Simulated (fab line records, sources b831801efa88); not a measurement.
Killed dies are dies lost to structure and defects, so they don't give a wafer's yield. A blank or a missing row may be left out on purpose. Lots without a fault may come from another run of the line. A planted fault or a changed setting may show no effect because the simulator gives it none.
fab line records | flow sky130 | part 1 of 2: steps 1 to 42 of 43
record lots=7 wafers=21 last_day=50
route steps=708 shown VT_ADJUST_PCH@151 SONOS_TUNNEL@154 SONOS_ONO@168 GATE_OXIDE@187 PAD_OPEN@708
lots that met no fault: from a run of the same line without faults
start_h: hours from the record's first day to the start of the lot's first wafer shown | wait_h: hours since the lot's step before | " the same as in the row above | L1.1+2: a row that stands for several wafers | - no value, or no start given | * or withheld: withheld | < > ~ a bound
route shown NAME@n: a module of which the file shows steps, and the number in the route of the first | usual: mean/standard deviation of fault-free wafers | same: alike in all rows | chamber/n: place in a boat | sites: the reading at each site | _std_site: their standard deviation | _edge_site: outer sites' mean less inner sites' | radius_mm: how far each site lies from the wafer's centre | mask NAME#n: copy n | behind: the tool/chamber that last shaped the wafer | hold: why the lot was held/for how many hours/how that ended | device: the transistor (n, p or np) that didn't switch | end of line: the same wafers' tests at the end of the route | a step without rows: its recipe alone | killed: dies lost to structure and defects at the first sort, not the wafer's yield | map: a wafer's dies, x killed, . not, _ none there
set.NAME: the setting as run; set.NAME@STEP: as run at that earlier step | model.NAME: the simulator's own value behind a step, which no gauge read
lots at some steps of the route; a table a step, a row a wafer
services: from which hour (start_h, from the record's first day; less than 0 if before it) a tool's chamber was out of use, for how many hours, and why
## steps
# step SKY_VT_ADJUST_PCH_IMPLANT_08
# recipe species=B energy_kev=10 dose_cm2=5e+11 tilt_deg=withheld
# step SKY_VT_ADJUST_PCH_STRIP_09
# recipe chemistry=O2/N2 power_w=1400 pressure_mtorr=1500 platen_temp_c=withheld o2_flow_sccm=3000 n2_flow_sccm=300 overash_fraction=0.5
# usual drypump_motor_current_A=5.3/0.31 n2_flow_sccm=300.0/0.98 oes_product_au=0.722/0.0049 strip_time_to_endpoint_s=36.91/0.087
# same overash_fraction=0.5
# columns lot.wafer tool chamber start_h wait_h drypump_motor_current_A n2_flow_sccm oes_product_au rf_hours_counter_h strip_time_to_endpoint_s
L866.1 plasma_asher-04 0 234.89 0.1 5.1 301.2 0.724 55 37.01
L866.2 " 1 " " 5.4 299.4 0.717 55 36.97
L866.5 " 0 " " 5.1 300.2 0.725 - 37.03
L867.4 plasma_asher-04 1 247.87 0.1 5.4 300.3 0.724 - 36.91
L867.5 " 0 " " 5.1 301.5 0.720 - 36.96
L867.6 " 1 " " 5.4 300.9 0.725 - 36.98
L872.1 plasma_asher-04 1 282.79 0.1 5.4 300.3 0.726 60 37.14
L872.3 " 0 " " 5.1 298.8 0.717 - 37.05
L872.5 " 0 " " 5.1 298.7 0.724 - 37.01
L878.1 plasma_asher-01 0 327.39 0.1 5.4 300.2 0.724 52 36.90
L878.4 " 1 " " 4.9 300.3 0.727 - 36.85
L878.5 " 1 " " 4.8 301.3 0.726 - 36.94
L883.2 plasma_asher-02 0 362.19 0.1 6.0 299.0 0.724 66 36.88
L883.3 " 0 " " 6.0 299.8 0.730 - 36.87
L883.5 " 1 " " 5.3 301.6 0.734 - 36.89
L884.1 plasma_asher-04 1 372.20 0.1 5.4 299.3 0.725 69 36.83
L884.3 " 0 " " 5.1 299.1 0.724 - 36.79
L884.5 " 1 " " 5.4 299.9 0.722 - 36.95
L885.1 plasma_asher-01 1 377.29 0.1 4.8 301.7 0.726 56 37.01
L885.3 " 0 " " 5.4 299.5 0.728 - 36.92
L885.4 " 1 " " 4.9 300.4 0.725 - 36.94
# step SKY_VT_ADJUST_PCH_TW_MEAS_10
# usual VT_ADJUST_PCH_TW=143.6/0.98
# columns lot.wafer tool chamber start_h wait_h VT_ADJUST_PCH_TW
L866.1 film_metro-01 - 234.99 0.1 144.0
L866.2 " - " " 143.2
L866.5 " - " " 143.2
L867.4 film_metro-04 - 247.97 0.1 143.6
L867.5 " - " " 144.5
L867.6 " - " " 145.0
L872.1 film_metro-04 - 282.89 0.1 144.7
L872.3 " - " " 143.8
L872.5 " - " " 144.1
L878.1 film_metro-01 - 327.49 0.1 142.5
L878.4 " - " " 143.1
L878.5 " - " " 143.8
L883.2 film_metro-03 - 362.30 0.1 141.0
L883.3 " - " " 139.9
L883.5 " - " " 140.6
L884.1 film_metro-01 - 372.30 0.1 143.4
L884.3 " - " " 143.2
L884.5 " - " " 143.3
L885.1 film_metro-01 - 377.39 0.1 143.5
L885.3 " - " " 143.8
L885.4 " - " " 143.8
# step SKY_SONOS_TUNNEL_DEHYDRATE_00
# recipe temp_c=200 time_s=60
# step SKY_SONOS_TUNNEL_HMDS_01
# recipe prime_time_s=60 prime_temp_c=120
# step SKY_SONOS_TUNNEL_COAT_02
# recipe resist=NOVOLAK spin_rpm=3000 resist_thk_nm=1140
# step SKY_SONOS_TUNNEL_SOFTBAKE_03
# recipe temp_c=90 time_s=60 resist=NOVOLAK
# step SKY_SONOS_TUNNEL_EXPOSE_04
# recipe mask_id=TUNM na=0.6 source_shape=conventional sigma_outer=0.6 polarization=unpolarized target_cd_nm=410 dose_mj=136
# step SKY_SONOS_TUNNEL_PEB_05
# recipe temp_c=withheld time_s=* resist=NOVOLAK
# step SKY_SONOS_TUNNEL_DEVELOP_06
# recipe resist=NOVOLAK developer=TMAH develop_time_s=60 dev_temp_c=23
# step SKY_SONOS_TUNNEL_CD_MEAS_07
# recipe target_cd_nm=410
# usual cd_nm=409.2/1.9
# columns lot.wafer tool chamber start_h wait_h cd_nm
L866.1 cd_sem-01 - 257.85 0.1 410.4
L866.2 " - " " 408.9
L866.5 " - " " 406.4
L867.4 cd_sem-02 - 271.79 0.1 409.6
L867.5 " - " " 408.5
L867.6 " - " " 406.6
L872.1 cd_sem-02 - 307.80 0.1 409.7
L872.3 " - " " 407.4
L872.5 " - " " 408.2
L878.1 cd_sem-02 - 354.35 0.1 407.8
L878.4 " - " " 408.8
L878.5 " - " " 408.8
L883.2 cd_sem-01 - 390.07 0.1 411.6
L883.3 " - " " 409.4
L883.5 " - " " 410.9
L884.1 cd_sem-02 - 400.03 0.1 407.3
L884.3 " - " " 406.2
L884.5 " - " " 407.1
L885.1 cd_sem-01 - 405.53 0.1 412.3
L885.3 " - " " 413.8
L885.4 " - " " 413.5
# step SKY_SONOS_TUNNEL_OVL_MEAS_08
# usual SONOS_TUNNEL_OVL=-0.3/1.4
# columns lot.wafer tool chamber start_h wait_h SONOS_TUNNEL_OVL[nm]
L866.1 overlay-01 - 257.97 0.1 -3.0
L866.2 " - " " -3.0
L866.5 " - " " 0.5
L867.4 overlay-01 - 271.87 0.1 -0.4
L867.5 " - " " 0.9
L867.6 " - " " -0.2
L872.1 overlay-01 - 307.92 0.1 -0.4
L872.3 " - " " 2.3
L872.5 " - " " 0.3
L878.1 overlay-02 - 354.47 0.1 -1.2
L878.4 " - " " 0.5
L878.5 " - " " 0.7
L883.2 overlay-02 - 390.18 0.1 1.2
L883.3 " - " " 0.0
L883.5 " - " " 0.7
L884.1 overlay-01 - 400.15 0.1 0.7
L884.3 " - " " 1.3
L884.5 " - " " -1.2
L885.1 overlay-01 - 405.65 0.1 0.3
L885.3 " - " " -0.2
L885.4 " - " " 1.1
# step SKY_SONOS_TUNNEL_IMPLANT_09
# recipe species=B energy_kev=20 dose_cm2=1e+12 tilt_deg=withheld
# columns lot.wafer tool chamber start_h wait_h
L866.1+2+5 implanter-01 0 258.01 0.0
L867.4+5+6 implanter-02 0 271.96 0.1
L872.1+3+5 implanter-02 0 307.96 0.0
L878.1+4+5 implanter-01 0 354.51 0.0
L883.2+3+5 implanter-02 0 390.23 0.0
L884.1+3+5 implanter-02 0 400.19 0.0
L885.1+3+4 implanter-02 0 405.69 0.0
# step SKY_SONOS_TUNNEL_WET_ETCH_10
# recipe chemistry=dHF target_depth_nm=14 target=SiO2 dilution=100:1 temp_c=25 time_s=280
# step SKY_SONOS_TUNNEL_STRIP_11
# recipe chemistry=SPM time_s=600 temp_c=130
# step SKY_SONOS_TUNNEL_TW_MEAS_12
# usual SONOS_TUNNEL_TW=198.0/1.5
# columns lot.wafer tool chamber start_h wait_h SONOS_TUNNEL_TW
L866.1 film_metro-03 - 258.44 0.0 198.6
L866.2 " - " " 197.3
L866.5 " - " " 197.4
L867.4 film_metro-01 - 272.51 0.0 196.9
L867.5 " - " " 197.7
L867.6 " - " " 197.8
L872.1 film_metro-01 - 308.37 0.0 198.5
L872.3 " - " " 198.7
L872.5 " - " " 199.2
L878.1 film_metro-02 - 354.92 0.0 199.4
L878.4 " - " " 198.5
L878.5 " - " " 199.2
L883.2 film_metro-01 - 390.64 0.0 194.3
L883.3 " - " " 195.4
L883.5 " - " " 195.2
L884.1 film_metro-01 - 400.60 0.0 195.1
L884.3 " - " " 195.0
L884.5 " - " " 195.8
L885.1 film_metro-01 - 406.10 0.0 195.5
L885.3 " - " " 195.5
L885.4 " - " " 194.3
# step SKY_SONOS_TUNNEL_CLEAN_13
# recipe chemistry=dHF time_s=20 dilution=100:1 dry=ipa_marangoni
# step SKY_SONOS_ONO_OXIDATION_00
# recipe temp_c=800 ambient=O2 idle_temp_c=700 ramp_up_c_per_min=10 ramp_down_c_per_min=3 stabilise_s=600 purge_s=300 target_thk_a=26 ox_time_s=1249
# step SKY_SONOS_ONO_THK_MEAS_01
# recipe reads=SiO2_of_SONOS_ONO_OXIDATION_00
# usual SONOS_ONO_OXIDATION_THK=2.59/0.061
# columns lot.wafer tool chamber start_h wait_h SONOS_ONO_OXIDATION_THK[nm]
L866.1 film_metro-02 - 259.86 0.0 2.63
L866.2 " - " " 2.59
L866.5 " - " " 2.58
L867.4 film_metro-03 - 275.75 0.0 2.51
L867.5 " - " " 2.55
L867.6 " - " " 2.58
L872.1 film_metro-03 - 309.79 0.0 2.53
L872.3 " - " " 2.60
L872.5 " - " " 2.59
L878.1 film_metro-04 - 357.91 0.0 2.65
L878.4 " - " " 2.65
L878.5 " - " " 2.62
L883.2 film_metro-02 - 393.69 0.0 2.67
L883.3 " - " " 2.72
L883.5 " - " " 2.66
L884.1 film_metro-04 - 402.02 0.0 2.56
L884.3 " - " " 2.58
L884.5 " - " " 2.65
L885.1 film_metro-04 - 408.57 0.0 2.54
L885.3 " - " " 2.58
L885.4 " - " " 2.55
# step SKY_SONOS_ONO_CVD_02
# recipe material=Si3N4 precursor=DCS/NH3 target_thk_nm=10.5 temp_c=770 time_s=180 pressure_mtorr=250
# step SKY_SONOS_ONO_THK_MEAS_03
# recipe reads=Si3N4_of_SONOS_ONO_CVD_02
# usual SONOS_ONO_CVD_02_THK=10.44/0.14
# columns lot.wafer tool chamber start_h wait_h SONOS_ONO_CVD_02_THK[nm]
L866.1 film_metro-02 - 260.97 0.0 10.63
L866.2 " - " " 10.64
L866.5 " - " " 10.72
L867.4 film_metro-02 - 277.53 0.0 10.49
L867.5 " - " " 10.37
L867.6 " - " " 10.56
L872.1 film_metro-04 - 317.65 0.0 10.41
L872.3 " - " " 10.42
L872.5 " - " " 10.51
L878.1 film_metro-04 - 359.02 0.0 10.39
L878.4 " - " " 10.29
L878.5 " - " " 10.33
L883.2 film_metro-04 - 396.39 0.0 10.51
L883.3 " - " " 10.41
L883.5 " - " " 10.49
L884.1 film_metro-02 - 404.78 0.0 10.32
L884.3 " - " " 10.37
L884.5 " - " " 10.34
L885.1 film_metro-04 - 412.02 0.0 10.20
L885.3 " - " " 10.14
L885.4 " - " " 10.29
# step SKY_SONOS_ONO_CVD_04
# recipe material=SiO2 precursor=SiH4/N2O target_thk_nm=5.7199 temp_c=900 pressure_mtorr=400
# step SKY_SONOS_ONO_THK_MEAS_05
# recipe reads=SiO2_of_SONOS_ONO_CVD_04
# usual SONOS_ONO_CVD_04_THK=5.77/0.12
# columns lot.wafer tool chamber start_h wait_h SONOS_ONO_CVD_04_THK[nm]
L866.1 film_metro-04 - 262.28 0.0 5.62
L866.2 " - " " 5.63
L866.5 " - " " 5.60
L867.4 film_metro-02 - 278.84 0.0 5.80
L867.5 " - " " 5.80
L867.6 " - " " 6.01
L872.1 film_metro-02 - 318.96 0.0 5.87
L872.3 " - " " 5.82
L872.5 " - " " 5.80
L878.1 film_metro-02 - 360.33 0.0 5.78
L878.4 " - " " 5.81
L878.5 " - " " 5.92
L883.2 film_metro-04 - 397.70 0.0 5.64
L883.3 " - " " 5.83
L883.5 " - " " 5.77
L884.1 film_metro-02 - 406.09 0.0 5.89
L884.3 " - " " 5.85
L884.5 " - " " 5.69
L885.1 film_metro-02 - 413.33 0.0 5.91
L885.3 " - " " 6.00
L885.4 " - " " 5.96
# step SKY_SONOS_ONO_DEHYDRATE_06
# recipe temp_c=200 time_s=60
# step SKY_SONOS_ONO_HMDS_07
# recipe prime_time_s=60 prime_temp_c=120
# step SKY_SONOS_ONO_COAT_08
# recipe resist=NOVOLAK spin_rpm=3000 resist_thk_nm=1140
# step SKY_SONOS_ONO_SOFTBAKE_09
# recipe temp_c=90 time_s=60 resist=NOVOLAK
# step SKY_SONOS_ONO_EXPOSE_10
# recipe mask_id=ONOM target_cd_nm=410 na=0.6 source_shape=conventional sigma_outer=0.6 dose_mj=150
# step SKY_SONOS_ONO_PEB_11
# recipe temp_c=withheld time_s=* resist=NOVOLAK
# step SKY_SONOS_ONO_DEVELOP_12
# recipe develop_time_s=60 dev_temp_c=23
# step SKY_SONOS_ONO_CD_MEAS_13
# recipe target_cd_nm=410
# usual cd_nm=410.5/2.5
# columns lot.wafer tool chamber start_h wait_h cd_nm
L866.1 cd_sem-02 - 286.06 0.1 409.8
L866.2 " - " " 413.1
L866.5 " - " " 409.7
L867.4 cd_sem-01 - 303.76 0.1 407.9
L867.5 " - " " 408.9
L867.6 " - " " 406.9
L872.1 cd_sem-02 - 345.71 0.1 410.1
L872.3 " - " " 411.6
L872.5 " - " " 410.1
L878.1 cd_sem-02 - 388.68 0.1 406.9
L878.4 " - " " 406.4
L878.5 " - " " 407.4
L883.2 cd_sem-01 - 427.47 0.1 409.7
L883.3 " - " " 410.1
L883.5 " - " " 411.3
L884.1 cd_sem-01 - 436.41 0.1 412.4
L884.3 " - " " 409.7
L884.5 " - " " 411.1
L885.1 cd_sem-02 - 443.78 0.1 410.8
L885.3 " - " " 410.0
L885.4 " - " " 411.0
# step SKY_SONOS_ONO_OVL_MEAS_14
# usual SONOS_ONO_OVL=0.5/1.4
# columns lot.wafer tool chamber start_h wait_h SONOS_ONO_OVL[nm]
L866.1 overlay-01 - 286.18 0.1 -0.4
L866.2 " - " " 0.6
L866.5 " - " " -1.2
L867.4 overlay-01 - 303.84 0.1 -0.3
L867.5 " - " " -2.3
L867.6 " - " " -0.5
L872.1 overlay-01 - 345.84 0.1 1.0
L872.3 " - " " 1.2
L872.5 " - " " -0.7
L878.1 overlay-01 - 388.80 0.1 -0.4
L878.4 " - " " 1.8
L878.5 " - " " -0.9
L883.2 overlay-02 - 427.58 0.1 0.3
L883.3 " - " " -1.3
L883.5 " - " " 1.4
L884.1 overlay-02 - 436.53 0.1 1.1
L884.3 " - " " 0.7
L884.5 " - " " 1.3
L885.1 overlay-01 - 443.90 0.1 -0.9
L885.3 " - " " -1.5
L885.4 " - " " -1.4
# step SKY_SONOS_ONO_ETCH_15
# recipe target_depth_nm=19.52 chemistry=CHF3/O2 source_w=600 bias_w=200 pressure_mtorr=40 chf3_flow_sccm=50 O2_flow_sccm=5 time_s=7.8
# usual O2_flow_sccm=5.000/0.015 drypump_motor_current_A=5.5/0.48 oes_product_au=0.998/0.0092 throttle_valve_pct=8.825/0.0087
# columns lot.wafer tool chamber start_h wait_h O2_flow_sccm drypump_motor_current_A oes_product_au rf_hours_counter_h throttle_valve_pct
L866.1 rie_diel-01 1 286.22 0.0 4.997 6.1 0.994 8 8.820
L866.2 " 3 " " 5.004 4.8 0.978 8 8.835
L866.5 " 2 " " 5.011 5.9 0.995 - 8.828
L867.4 rie_diel-04 0 303.86 0.0 4.994 5.1 1.005 98 8.826
L867.5 " 1 " " 5.005 5.8 1.008 - 8.836
L867.6 " 2 " " 4.991 5.1 1.008 - 8.816
L872.1 rie_diel-04 2 345.87 0.0 5.003 5.1 1.003 15 8.811
L872.3 " 0 " " 4.999 5.1 1.001 99 8.813
L872.5 " 2 " " 4.999 5.1 1.006 - 8.827
L878.1 rie_diel-01 0 388.84 0.0 4.995 6.0 1.002 76 8.819
L878.4 " 2 " " 5.014 5.9 1.009 6 8.823
L878.5 " 3 " " 5.012 4.8 0.983 - 8.806
L883.2 rie_diel-01 1 427.61 0.0 5.009 6.1 1.007 10 8.825
L883.3 " 2 " " 5.006 5.9 1.000 7 8.837
L883.5 " 0 " " 4.993 6.0 1.000 - 8.828
L884.1 rie_diel-02 2 436.57 0.0 5.001 6.0 0.995 21 8.835
L884.3 " 1 " " 5.019 5.0 1.002 26 8.842
L884.5 " 3 " " 4.993 5.0 0.991 - 8.826
L885.1 rie_diel-02 1 443.94 0.0 4.993 5.0 1.000 26 8.823
L885.3 " 2 " " 5.008 6.0 0.994 21 8.824
L885.4 " 3 " " 4.977 5.0 0.991 46 8.831
# step SKY_SONOS_ONO_WET_ETCH_16
# recipe chemistry=dHF target_depth_nm=14 dry=n2_spin target=SiO2 dilution=100:1 temp_c=25 time_s=280
# step SKY_SONOS_ONO_STRIP_17
# recipe chemistry=O2/N2 power_w=1400 pressure_mtorr=1500 platen_temp_c=withheld o2_flow_sccm=3000 n2_flow_sccm=300 overash_fraction=0.5
# usual drypump_motor_current_A=5.5/0.32 n2_flow_sccm=300.0/1 oes_product_au=0.710/0.005 strip_time_to_endpoint_s=14.13/0.041
# same overash_fraction=0.5
# columns lot.wafer tool chamber start_h wait_h drypump_motor_current_A n2_flow_sccm oes_product_au rf_hours_counter_h strip_time_to_endpoint_s
L866.1 plasma_asher-01 0 286.33 0.0 5.4 298.8 0.708 48 14.10
L866.2 " 1 " " 4.9 299.0 0.713 48 14.18
L866.5 " 1 " " 4.9 299.6 0.703 - 14.13
L867.4 plasma_asher-03 1 304.00 0.0 5.7 299.3 0.707 - 14.15
L867.5 " 0 " " 5.6 300.6 0.703 - 14.16
L867.6 " 1 " " 5.7 298.2 0.711 - 14.16
L872.1 plasma_asher-03 1 345.99 0.0 5.7 300.7 0.705 22 14.17
L872.3 " 0 " " 5.6 300.0 0.706 - 14.17
L872.5 " 0 " " 5.6 300.3 0.718 - 14.17
L878.1 plasma_asher-03 0 388.95 0.0 5.6 299.5 0.702 26 14.14
L878.4 " 1 " " 5.7 299.3 0.702 - 14.13
L878.5 " 1 " " 5.7 299.0 0.721 - 14.18
L883.2 plasma_asher-03 0 427.71 0.0 5.6 300.6 0.710 30 14.10
L883.3 " 0 " " 5.6 299.4 0.708 - 14.08
L883.5 " 0 " " 5.6 298.5 0.706 - 14.08
L884.1 plasma_asher-03 1 436.69 0.0 5.7 299.3 0.715 31 14.10
L884.3 " 1 " " 5.7 301.3 0.709 - 14.14
L884.5 " 1 " " 5.7 297.6 0.708 - 14.12
L885.1 plasma_asher-03 1 444.05 0.0 5.7 299.7 0.711 31 14.12
L885.3 " 1 " " 5.7 301.8 0.705 - 14.08
L885.4 " 0 " " 5.6 300.2 0.704 - 14.11
# step SKY_SONOS_ONO_WET_ETCH_18
# recipe chemistry=H3PO4 target_depth_nm=15 target=Si3N4 temp_c=160 time_s=172
# step SKY_GATE_OXIDE_CLEAN_00
# recipe chemistry=SC1/SC2 mix=1:4:20 temp_c=70 time_s=150 dry=n2_spin
# step SKY_GATE_OXIDE_OXIDATION_01
# recipe temp_c=900 ambient=O2 stabilise_s=600 purge_s=300 target_thk_a=102.68 ox_time_s=1473
# step SKY_GATE_OXIDE_THK_MEAS_02
# recipe reads=SiO2_of_GATE_OXIDE_OXIDATION_01
# usual GATE_OXIDE_OXIDATION_00_THK=10.27/0.2
# columns lot.wafer tool chamber start_h wait_h GATE_OXIDE_OXIDATION_00_THK[nm]
L866.1 film_metro-01 - 289.10 0.0 10.28
L866.2 " - " " 10.24
L866.5 " - " " 10.16
L867.4 film_metro-02 - 305.62 0.0 10.44
L867.5 " - " " 10.36
L867.6 " - " " 10.37
L872.1 film_metro-04 - 348.04 0.0 10.58
L872.3 " - " " 10.46
L872.5 " - " " 10.50
L878.1 film_metro-01 - 390.94 0.0 10.37
L878.4 " - " " 10.30
L878.5 " - " " 10.30
L883.2 film_metro-04 - 429.34 0.0 9.93
L883.3 " - " " 9.92
L883.5 " - " " 10.03
L884.1 film_metro-02 - 439.41 0.0 10.08
L884.3 " - " " 10.16
L884.5 " - " " 10.09
L885.1 film_metro-04 - 445.67 0.0 10.39
L885.3 " - " " 10.36
L885.4 " - " " 10.32
# step SKY_GATE_OXIDE_DEHYDRATE_03
# recipe temp_c=200 time_s=60
# step SKY_GATE_OXIDE_HMDS_04
# recipe prime_time_s=60 prime_temp_c=120
# step SKY_GATE_OXIDE_COAT_05
# recipe resist=NOVOLAK spin_rpm=3000 resist_thk_nm=1140
## key
first_sign step=SKY_SONOS_TUNNEL_TW_MEAS_12 reading=SONOS_TUNNEL_TW direction=down sigmas=2 usual=198.0 struck=195.1
effect none on later readings
model_effect step=SKY_PAD_OPEN_PROBE_99 value=etest.tip_sonos.rs_ohm_sq_range without=31.4 struck=82.17
met_at SKY_SONOS_TUNNEL_IMPLANT_09
struck_wafers L883.2,L883.3,L883.5,L884.1,L884.3,L884.5,L885.1,L885.3,L885.4
tester_left_out L883,L884,L885
onset_between 307.96 390.23
also_fits time
fault kind=process_parameter_drift tool=implanter-02 chamber=- onset_h=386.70 steps=SKY_SONOS_TUNNEL_IMPLANT_09 channel=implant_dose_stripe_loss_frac offset=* shape=step end_h=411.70
# tester_left_out: of these lots the tester's yield and bins aren't shown, on N5 and GAA mostly nor the transistor test; their killed dies are dies lost to structure and defects alone, not to doping, threshold or leakage, so they don't give the yield
